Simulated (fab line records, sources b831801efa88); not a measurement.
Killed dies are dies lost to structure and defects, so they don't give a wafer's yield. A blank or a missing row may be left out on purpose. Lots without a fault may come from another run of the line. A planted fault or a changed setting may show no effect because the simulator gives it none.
fab line records | flow sky130 | part 1 of 2: steps 1 to 27 of 38
record lots=5 wafers=15 last_day=50
route steps=708 shown LDD_P@260 LDD_HVN@267 LDD_HVP@278 LDD_LDN@289
lots that met no fault: from a run of the same line without faults
start_h: hours from the record's first day to the start of the lot's first wafer shown | wait_h: hours since the lot's step before | " the same as in the row above | L1.1+2: a row that stands for several wafers | - no value, or no start given | * or withheld: withheld | < > ~ a bound
route shown NAME@n: a module of which the file shows steps, and the number in the route of the first | usual: mean/standard deviation of fault-free wafers | same: alike in all rows | chamber/n: place in a boat | sites: the reading at each site | _std_site: their standard deviation | _edge_site: outer sites' mean less inner sites' | radius_mm: how far each site lies from the wafer's centre | mask NAME#n: copy n | behind: the tool/chamber that last shaped the wafer | hold: why the lot was held/for how many hours/how that ended | device: the transistor (n, p or np) that didn't switch | end of line: the same wafers' tests at the end of the route | a step without rows: its recipe alone | killed: dies lost to structure and defects at the first sort, not the wafer's yield | map: a wafer's dies, x killed, . not, _ none there
set.NAME: the setting as run; set.NAME@STEP: as run at that earlier step | model.NAME: the simulator's own value behind a step, which no gauge read
lots at some steps of the route; a table a step, a row a wafer
services: from which hour (start_h, from the record's first day; less than 0 if before it) a tool's chamber was out of use, for how many hours, and why
## steps
# step SKY_LDD_P_PEB_05
# recipe temp_c=withheld time_s=* resist=NOVOLAK
# usual chill_plate_temp_C=*
# columns lot.wafer tool chamber start_h wait_h chill_plate_temp_C
L076.1 litho_track-01 0 - - *
L076.3 " 0 " " *
L076.5 " 0 " " *
L082.3 litho_track-04 0 - - *
L082.4 " 0 " " *
L082.6 " 0 " " *
L087.1 litho_track-04 0 - - *
L087.2 " 0 " " *
L087.4 " 0 " " *
L091.4 litho_track-04 0 - - *
L091.5 " 0 " " *
L091.6 " 0 " " *
L097.2 litho_track-01 0 - - *
L097.3 " 0 " " *
L097.5 " 0 " " *
# step SKY_LDD_P_DEVELOP_06
# recipe resist=NOVOLAK developer=TMAH develop_time_s=60 dev_temp_c=23
# usual chill_plate_temp_C=22.97/0.1
# columns lot.wafer tool chamber start_h wait_h chill_plate_temp_C
L076.1 litho_track-01 0 448.08 0.1 22.96
L076.3 " 0 " " 23.01
L076.5 " 0 " " 22.90
L082.3 litho_track-04 0 497.82 0.1 23.03
L082.4 " 0 " " 23.11
L082.6 " 0 " " 23.16
L087.1 litho_track-04 0 542.51 0.1 23.09
L087.2 " 0 " " 23.19
L087.4 " 0 " " 23.07
L091.4 litho_track-04 0 580.64 0.1 23.01
L091.5 " 0 " " 22.93
L091.6 " 0 " " 23.02
L097.2 litho_track-01 0 632.10 0.1 23.03
L097.3 " 0 " " 22.93
L097.5 " 0 " " 23.04
# step SKY_LDD_P_CD_MEAS_07
# recipe target_cd_nm=380
# usual cd_nm=380.0/2.2
# columns lot.wafer tool chamber start_h wait_h cd_nm
L076.1 cd_sem-01 - 448.23 0.1 379.2
L076.3 " - " " 378.4
L076.5 " - " " 378.3
L082.3 cd_sem-01 - 497.96 0.1 384.2
L082.4 " - " " 386.2
L082.6 " - " " 383.8
L087.1 cd_sem-02 - 542.66 0.1 380.4
L087.2 " - " " 378.6
L087.4 " - " " 378.9
L091.4 cd_sem-02 - 580.78 0.1 379.6
L091.5 " - " " 380.6
L091.6 " - " " 379.0
L097.2 cd_sem-02 - 632.25 0.1 381.0
L097.3 " - " " 378.9
L097.5 " - " " 379.0
# step SKY_LDD_P_OVL_MEAS_08
# usual LDD_P_OVL=-1.3/1.6
# columns lot.wafer tool chamber start_h wait_h LDD_P_OVL[nm]
L076.1 overlay-01 - 448.35 0.1 1.0
L076.3 " - " " 0.7
L076.5 " - " " 0.8
L082.3 overlay-02 - 498.05 0.1 0.9
L082.4 " - " " -0.5
L082.6 " - " " -1.7
L087.1 overlay-01 - 542.78 0.1 -1.4
L087.2 " - " " -2.1
L087.4 " - " " -3.3
L091.4 overlay-01 - 580.85 0.1 1.9
L091.5 " - " " 0.6
L091.6 " - " " 1.2
L097.2 overlay-01 - 632.35 0.1 -0.8
L097.3 " - " " -1.2
L097.5 " - " " 0.0
# step SKY_LDD_P_IMPLANT_09
# recipe species=BF2 energy_kev=25 dose_cm2=1e+13 tilt_deg=withheld
# columns lot.wafer tool chamber start_h wait_h
L076.1+3+5 implanter-02 0 448.38 0.0
L082.3+4+6 implanter-04 0 498.12 0.1
L087.1+2+4 implanter-02 0 542.82 0.0
L091.4+5+6 implanter-04 0 580.99 0.1
L097.2+3+5 implanter-02 0 632.41 0.0
# step SKY_LDD_P_STRIP_10
# recipe chemistry=O2/N2 power_w=1400 pressure_mtorr=1500 platen_temp_c=withheld o2_flow_sccm=3000 n2_flow_sccm=300 overash_fraction=0.5
# usual drypump_motor_current_A=5.69/0.18 n2_flow_sccm=300.0/0.91 oes_product_au=0.715/0.0045 strip_time_to_endpoint_s=14.18/0.044
# columns lot.wafer tool chamber start_h wait_h drypump_motor_current_A n2_flow_sccm oes_product_au rf_hours_counter_h strip_time_to_endpoint_s
L076.1 plasma_asher-03 1 448.53 0.1 5.93 301.3 0.721 2 14.16
L076.3 " 0 " " 5.52 300.4 0.717 - 14.19
L076.5 " 0 " " 5.52 299.6 0.711 - 14.14
L082.3 plasma_asher-01 1 498.25 0.1 5.48 298.9 0.713 - 14.17
L082.4 " 0 " " 5.94 300.1 0.722 - 14.17
L082.6 " 1 " " 5.45 300.6 0.713 - 14.19
L087.1 plasma_asher-01 1 542.97 0.1 5.45 301.0 0.712 84 14.14
L087.2 " 0 " " 5.97 299.6 0.716 84 14.18
L087.4 " 1 " " 5.47 299.8 0.709 - 14.18
L091.4 plasma_asher-01 1 581.10 0.1 5.45 299.0 0.708 - 14.22
L091.5 " 1 " " 5.47 298.8 0.716 - 14.21
L091.6 " 0 " " 5.93 300.2 0.718 - 14.17
L097.2 plasma_asher-03 1 632.53 0.1 5.89 300.9 0.712 18 14.23
L097.3 " 1 " " 5.91 299.7 0.710 - 14.23
L097.5 " 1 " " 5.89 299.4 0.717 - 14.22
# step SKY_LDD_P_TW_MEAS_11
# usual LDD_P_TW=635/12
# columns lot.wafer tool chamber start_h wait_h LDD_P_TW
L076.1 film_metro-02 - 448.63 0.1 630
L076.3 " - " " 629
L076.5 " - " " 627
L082.3 film_metro-04 - 498.34 0.1 645
L082.4 " - " " 650
L082.6 " - " " 649
L087.1 film_metro-04 - 543.07 0.1 649
L087.2 " - " " 648
L087.4 " - " " 656
L091.4 film_metro-02 - 581.19 0.1 627
L091.5 " - " " 626
L091.6 " - " " 626
L097.2 film_metro-01 - 632.64 0.1 627
L097.3 " - " " 624
L097.5 " - " " 626
# step SKY_LDD_HVN_DEHYDRATE_00
# recipe temp_c=200 time_s=60
# usual chill_plate_temp_C=22.99/0.1
# columns lot.wafer tool chamber start_h wait_h chill_plate_temp_C
L076.1 litho_track-02 0 463.44 14.8 23.05
L076.3 " 0 " " 23.12
L076.5 " 0 " " 23.10
L082.3 litho_track-04 0 513.22 14.9 23.08
L082.4 " 0 " " 23.08
L082.6 " 0 " " 22.92
L087.1 litho_track-02 0 557.44 14.4 22.83
L087.2 " 0 " " 22.89
L087.4 " 0 " " 22.93
L091.4 litho_track-04 0 595.14 13.9 23.04
L091.5 " 0 " " 23.00
L091.6 " 0 " " 23.02
L097.2 litho_track-04 0 646.04 13.4 23.16
L097.3 " 0 " " 22.89
L097.5 " 0 " " 22.91
# step SKY_LDD_HVN_HMDS_01
# recipe prime_time_s=60 prime_temp_c=120
# usual chill_plate_temp_C=23.00/0.1
# columns lot.wafer tool chamber start_h wait_h chill_plate_temp_C
L076.1 litho_track-02 0 463.59 0.1 23.16
L076.3 " 0 " " 22.98
L076.5 " 0 " " 23.07
L082.3 litho_track-04 0 513.37 0.1 23.08
L082.4 " 0 " " 22.99
L082.6 " 0 " " 23.05
L087.1 litho_track-02 0 557.59 0.1 23.12
L087.2 " 0 " " 22.89
L087.4 " 0 " " 23.25
L091.4 litho_track-04 0 595.29 0.1 23.05
L091.5 " 0 " " 23.09
L091.6 " 0 " " 23.09
L097.2 litho_track-04 0 646.19 0.1 22.86
L097.3 " 0 " " 22.95
L097.5 " 0 " " 23.02
# step SKY_LDD_HVN_COAT_02
# recipe resist=NOVOLAK spin_rpm=3000 resist_thk_nm=300
# usual chill_plate_temp_C=22.99/0.097
# columns lot.wafer tool chamber start_h wait_h chill_plate_temp_C
L076.1 litho_track-02 0 463.74 0.1 22.85
L076.3 " 0 " " 22.72
L076.5 " 0 " " 22.89
L082.3 litho_track-04 0 513.52 0.1 22.90
L082.4 " 0 " " 22.96
L082.6 " 0 " " 22.99
L087.1 litho_track-02 0 557.74 0.1 22.99
L087.2 " 0 " " 23.02
L087.4 " 0 " " 22.94
L091.4 litho_track-04 0 595.44 0.1 22.97
L091.5 " 0 " " 23.12
L091.6 " 0 " " 23.01
L097.2 litho_track-04 0 646.34 0.1 22.84
L097.3 " 0 " " 22.79
L097.5 " 0 " " 22.96
# step SKY_LDD_HVN_SOFTBAKE_03
# recipe temp_c=90 time_s=60 resist=NOVOLAK
# usual chill_plate_temp_C=22.98/0.12
# columns lot.wafer tool chamber start_h wait_h chill_plate_temp_C
L076.1 litho_track-02 0 463.89 0.1 23.20
L076.3 " 0 " " 23.14
L076.5 " 0 " " 23.12
L082.3 litho_track-04 0 513.67 0.1 22.93
L082.4 " 0 " " 22.99
L082.6 " 0 " " 23.00
L087.1 litho_track-02 0 557.89 0.1 22.87
L087.2 " 0 " " 22.96
L087.4 " 0 " " 23.02
L091.4 litho_track-04 0 595.59 0.1 22.91
L091.5 " 0 " " 22.81
L091.6 " 0 " " 22.87
L097.2 litho_track-04 0 646.49 0.1 22.98
L097.3 " 0 " " 23.06
L097.5 " 0 " " 23.09
# step SKY_LDD_HVN_EXPOSE_04
# recipe mask_id=HVNTM na=0.6 source_shape=conventional sigma_outer=0.6 polarization=unpolarized target_cd_nm=700 dose_mj=127
# columns lot.wafer tool chamber start_h wait_h mask
L076.1+3+5 iline_stepper-01 0 - - HVNTM#0
L082.3+4+6 iline_stepper-02 0 - - HVNTM#0
L087.1+2+4 iline_stepper-02 0 - - HVNTM#0
L091.4+5+6 iline_stepper-01 0 - - HVNTM#0
L097.2+3+5 iline_stepper-01 0 - - HVNTM#0
# step SKY_LDD_HVN_PEB_05
# recipe temp_c=withheld time_s=* resist=NOVOLAK
# usual chill_plate_temp_C=*
# columns lot.wafer tool chamber start_h wait_h chill_plate_temp_C
L076.1 litho_track-02 0 - - *
L076.3 " 0 " " *
L076.5 " 0 " " *
L082.3 litho_track-03 0 - - *
L082.4 " 0 " " *
L082.6 " 0 " " *
L087.1 litho_track-02 0 - - *
L087.2 " 0 " " *
L087.4 " 0 " " *
L091.4 litho_track-03 0 - - *
L091.5 " 0 " " *
L091.6 " 0 " " *
L097.2 litho_track-03 0 - - *
L097.3 " 0 " " *
L097.5 " 0 " " *
# step SKY_LDD_HVN_DEVELOP_06
# recipe resist=NOVOLAK developer=TMAH develop_time_s=60 dev_temp_c=23
# usual chill_plate_temp_C=23.01/0.11
# columns lot.wafer tool chamber start_h wait_h chill_plate_temp_C
L076.1 litho_track-02 0 478.94 0.1 23.00
L076.3 " 0 " " 23.22
L076.5 " 0 " " 23.01
L082.3 litho_track-03 0 528.58 0.1 22.92
L082.4 " 0 " " 23.02
L082.6 " 0 " " 23.09
L087.1 litho_track-02 0 572.69 0.1 23.06
L087.2 " 0 " " 23.20
L087.4 " 0 " " 23.13
L091.4 litho_track-03 0 609.51 0.1 23.10
L091.5 " 0 " " 23.05
L091.6 " 0 " " 23.06
L097.2 litho_track-03 0 660.76 0.1 23.04
L097.3 " 0 " " 22.99
L097.5 " 0 " " 22.98
# step SKY_LDD_HVN_OVL_MEAS_07
# usual LDD_HVN_OVL=-0.5/1.7
# columns lot.wafer tool chamber start_h wait_h LDD_HVN_OVL[nm]
L076.1 overlay-02 - 479.09 0.1 1.1
L076.3 " - " " 1.1
L076.5 " - " " 1.2
L082.3 overlay-02 - 528.69 0.1 -1.6
L082.4 " - " " 0.8
L082.6 " - " " 0.2
L087.1 overlay-01 - 572.84 0.1 -0.5
L087.2 " - " " 0.7
L087.4 " - " " 0.1
L091.4 overlay-02 - 609.60 0.1 -3.2
L091.5 " - " " -3.7
L091.6 " - " " -2.9
L097.2 overlay-02 - 660.89 0.1 -2.6
L097.3 " - " " -1.9
L097.5 " - " " -3.5
# step SKY_LDD_HVN_IMPLANT_08
# recipe species=P energy_kev=60 dose_cm2=3e+13 tilt_deg=40
# columns lot.wafer tool chamber start_h wait_h
L076.1+3+5 implanter-04 0 479.13 0.0
L082.3+4+6 implanter-02 0 528.77 0.1
L087.1+2+4 implanter-02 0 572.88 0.0
L091.4+5+6 implanter-04 0 609.69 0.1
L097.2+3+5 implanter-04 0 660.94 0.0
# step SKY_LDD_HVN_STRIP_09
# recipe chemistry=O2/N2 power_w=1400 pressure_mtorr=1500 platen_temp_c=withheld o2_flow_sccm=3000 n2_flow_sccm=300 overash_fraction=0.5
# usual drypump_motor_current_A=5.5/0.31 n2_flow_sccm=300.1/0.87 oes_product_au=0.408/0.005 strip_time_to_endpoint_s=4.131/0.013
# columns lot.wafer tool chamber start_h wait_h drypump_motor_current_A n2_flow_sccm oes_product_au rf_hours_counter_h strip_time_to_endpoint_s
L076.1 plasma_asher-04 0 479.28 0.1 5.4 299.5 0.405 68 4.132
L076.3 " 1 " " 4.9 299.1 0.403 - 4.134
L076.5 " 1 " " 4.9 300.3 0.408 - 4.130
L082.3 plasma_asher-04 0 528.90 0.1 5.4 298.4 0.407 - 4.141
L082.4 " 1 " " 4.9 301.5 0.411 - 4.132
L082.6 " 1 " " 4.9 301.9 0.406 - 4.125
L087.1 plasma_asher-02 1 573.03 0.1 5.6 300.5 0.400 45 4.136
L087.2 " 0 " " 5.7 299.7 0.404 45 4.137
L087.4 " 1 " " 5.6 299.8 0.413 - 4.123
L091.4 plasma_asher-04 1 609.80 0.1 4.9 300.6 0.402 - 4.118
L091.5 " 1 " " 4.9 300.2 0.400 - 4.117
L091.6 " 0 " " 5.5 299.5 0.411 - 4.138
L097.2 plasma_asher-02 0 661.07 0.1 5.7 299.9 0.400 54 4.135
L097.3 " 1 " " 5.6 299.7 0.407 - 4.125
L097.5 " 0 " " 5.7 299.3 0.411 - 4.125
# step SKY_LDD_HVN_TW_MEAS_10
# usual LDD_HVN_TW=1429/14
# columns lot.wafer tool chamber start_h wait_h LDD_HVN_TW
L076.1 film_metro-01 - 479.38 0.1 1419
L076.3 " - " " 1418
L076.5 " - " " 1422
L082.3 film_metro-03 - 528.99 0.1 1444
L082.4 " - " " 1447
L082.6 " - " " 1438
L087.1 film_metro-03 - 573.13 0.1 1443
L087.2 " - " " 1450
L087.4 " - " " 1453
L091.4 film_metro-03 - 609.90 0.1 1457
L091.5 " - " " 1459
L091.6 " - " " 1449
L097.2 film_metro-03 - 661.18 0.1 1434
L097.3 " - " " 1444
L097.5 " - " " 1447
# step SKY_LDD_HVP_DEHYDRATE_00
# recipe temp_c=200 time_s=60
# usual chill_plate_temp_C=22.97/0.098
# columns lot.wafer tool chamber start_h wait_h chill_plate_temp_C
L076.1 litho_track-01 0 493.83 14.4 22.99
L076.3 " 0 " " 22.99
L076.5 " 0 " " 23.12
L082.3 litho_track-02 0 543.34 14.3 23.16
L082.4 " 0 " " 23.02
L082.6 " 0 " " 23.03
L087.1 litho_track-03 0 585.93 12.8 23.11
L087.2 " 0 " " 23.02
L087.4 " 0 " " 23.08
L091.4 litho_track-01 0 623.70 13.8 22.89
L091.5 " 0 " " 22.91
L091.6 " 0 " " 22.96
L097.2 litho_track-01 0 674.90 13.7 22.96
L097.3 " 0 " " 22.99
L097.5 " 0 " " 23.11
# step SKY_LDD_HVP_HMDS_01
# recipe prime_time_s=60 prime_temp_c=120
# usual chill_plate_temp_C=23.03/0.099
# columns lot.wafer tool chamber start_h wait_h chill_plate_temp_C
L076.1 litho_track-01 0 493.98 0.1 22.94
L076.3 " 0 " " 23.06
L076.5 " 0 " " 23.00
L082.3 litho_track-02 0 543.49 0.1 23.01
L082.4 " 0 " " 22.95
L082.6 " 0 " " 23.03
L087.1 litho_track-03 0 586.08 0.1 23.13
L087.2 " 0 " " 23.02
L087.4 " 0 " " 23.03
L091.4 litho_track-01 0 623.85 0.1 23.12
L091.5 " 0 " " 23.16
L091.6 " 0 " " 22.90
L097.2 litho_track-01 0 675.05 0.1 23.04
L097.3 " 0 " " 22.95
L097.5 " 0 " " 23.03
# step SKY_LDD_HVP_COAT_02
# recipe resist=NOVOLAK spin_rpm=3000 resist_thk_nm=300
# usual chill_plate_temp_C=23.01/0.11
# columns lot.wafer tool chamber start_h wait_h chill_plate_temp_C
L076.1 litho_track-01 0 494.13 0.1 23.07
L076.3 " 0 " " 23.06
L076.5 " 0 " " 23.05
L082.3 litho_track-02 0 543.64 0.1 22.98
L082.4 " 0 " " 22.96
L082.6 " 0 " " 22.85
L087.1 litho_track-03 0 586.23 0.1 23.12
L087.2 " 0 " " 23.09
L087.4 " 0 " " 23.15
L091.4 litho_track-01 0 624.00 0.1 22.95
L091.5 " 0 " " 22.92
L091.6 " 0 " " 22.84
L097.2 litho_track-01 0 675.20 0.1 23.00
L097.3 " 0 " " 23.15
L097.5 " 0 " " 23.03
# step SKY_LDD_HVP_SOFTBAKE_03
# recipe temp_c=90 time_s=60 resist=NOVOLAK
# usual chill_plate_temp_C=23.01/0.11
# columns lot.wafer tool chamber start_h wait_h chill_plate_temp_C
L076.1 litho_track-01 0 494.28 0.1 23.00
L076.3 " 0 " " 23.02
L076.5 " 0 " " 22.95
L082.3 litho_track-02 0 543.79 0.1 22.99
L082.4 " 0 " " 22.98
L082.6 " 0 " " 22.97
L087.1 litho_track-03 0 586.38 0.1 23.05
L087.2 " 0 " " 23.20
L087.4 " 0 " " 22.95
L091.4 litho_track-01 0 624.15 0.1 23.02
L091.5 " 0 " " 23.06
L091.6 " 0 " " 22.99
L097.2 litho_track-01 0 675.35 0.1 22.93
L097.3 " 0 " " 22.93
L097.5 " 0 " " 23.07
# step SKY_LDD_HVP_EXPOSE_04
# recipe mask_id=HVPTM na=0.6 source_shape=conventional sigma_outer=0.6 polarization=unpolarized target_cd_nm=700 dose_mj=86
# columns lot.wafer tool chamber start_h wait_h mask
L076.1+3+5 iline_stepper-02 0 - - HVPTM#0
L082.3+4+6 iline_stepper-02 0 - - HVPTM#0
L087.1+2+4 iline_stepper-02 0 - - HVPTM#0
L091.4+5+6 iline_stepper-02 0 - - HVPTM#0
L097.2+3+5 iline_stepper-01 0 - - HVPTM#0
# step SKY_LDD_HVP_PEB_05
# recipe temp_c=withheld time_s=* resist=NOVOLAK
# usual chill_plate_temp_C=*
# columns lot.wafer tool chamber start_h wait_h chill_plate_temp_C
L076.1 litho_track-01 0 - - *
L076.3 " 0 " " *
L076.5 " 0 " " *
L082.3 litho_track-02 0 - - *
L082.4 " 0 " " *
L082.6 " 0 " " *
L087.1 litho_track-02 0 - - *
L087.2 " 0 " " *
L087.4 " 0 " " *
L091.4 litho_track-02 0 - - *
L091.5 " 0 " " *
L091.6 " 0 " " *
L097.2 litho_track-01 0 - - *
L097.3 " 0 " " *
L097.5 " 0 " " *
# step SKY_LDD_HVP_DEVELOP_06
# recipe resist=NOVOLAK developer=TMAH develop_time_s=60 dev_temp_c=23
# usual chill_plate_temp_C=22.99/0.1
# columns lot.wafer tool chamber start_h wait_h chill_plate_temp_C
L076.1 litho_track-01 0 508.93 0.1 22.89
L076.3 " 0 " " 22.99
L076.5 " 0 " " 22.93
L082.3 litho_track-02 0 558.59 0.1 23.07
L082.4 " 0 " " 23.08
L082.6 " 0 " " 23.16
L087.1 litho_track-02 0 600.94 0.1 22.92
L087.2 " 0 " " 22.84
L087.4 " 0 " " 22.99
L091.4 litho_track-02 0 638.77 0.1 23.03
L091.5 " 0 " " 22.98
L091.6 " 0 " " 23.00
L097.2 litho_track-01 0 689.30 0.1 23.17
L097.3 " 0 " " 23.33
L097.5 " 0 " " 23.12
# step SKY_LDD_HVP_OVL_MEAS_07
# usual LDD_HVP_OVL=-0.5/1.5
# columns lot.wafer tool chamber start_h wait_h LDD_HVP_OVL[nm]
L076.1 overlay-02 - 509.08 0.1 -1.5
L076.3 " - " " -0.5
L076.5 " - " " -0.7
L082.3 overlay-01 - 558.70 0.1 0.5
L082.4 " - " " 0.2
L082.6 " - " " 0.4
L087.1 overlay-01 - 601.09 0.1 2.1
L087.2 " - " " 1.2
L087.4 " - " " 0.7
L091.4 overlay-01 - 638.86 0.1 0.8
L091.5 " - " " 1.0
L091.6 " - " " 0.2
L097.2 overlay-02 - 689.43 0.1 -1.9
L097.3 " - " " -1.9
L097.5 " - " " -2.8
# step SKY_LDD_HVP_IMPLANT_08
# recipe species=B energy_kev=20 dose_cm2=1.7e+13 tilt_deg=17.9
# columns lot.wafer tool chamber start_h wait_h
L076.1+3+5 implanter-04 0 509.11 0.0
L082.3+4+6 implanter-04 0 558.78 0.1
L087.1+2+4 implanter-04 0 601.13 0.0
L091.4+5+6 implanter-03 0 638.95 0.1
L097.2+3+5 implanter-03 0 689.49 0.0
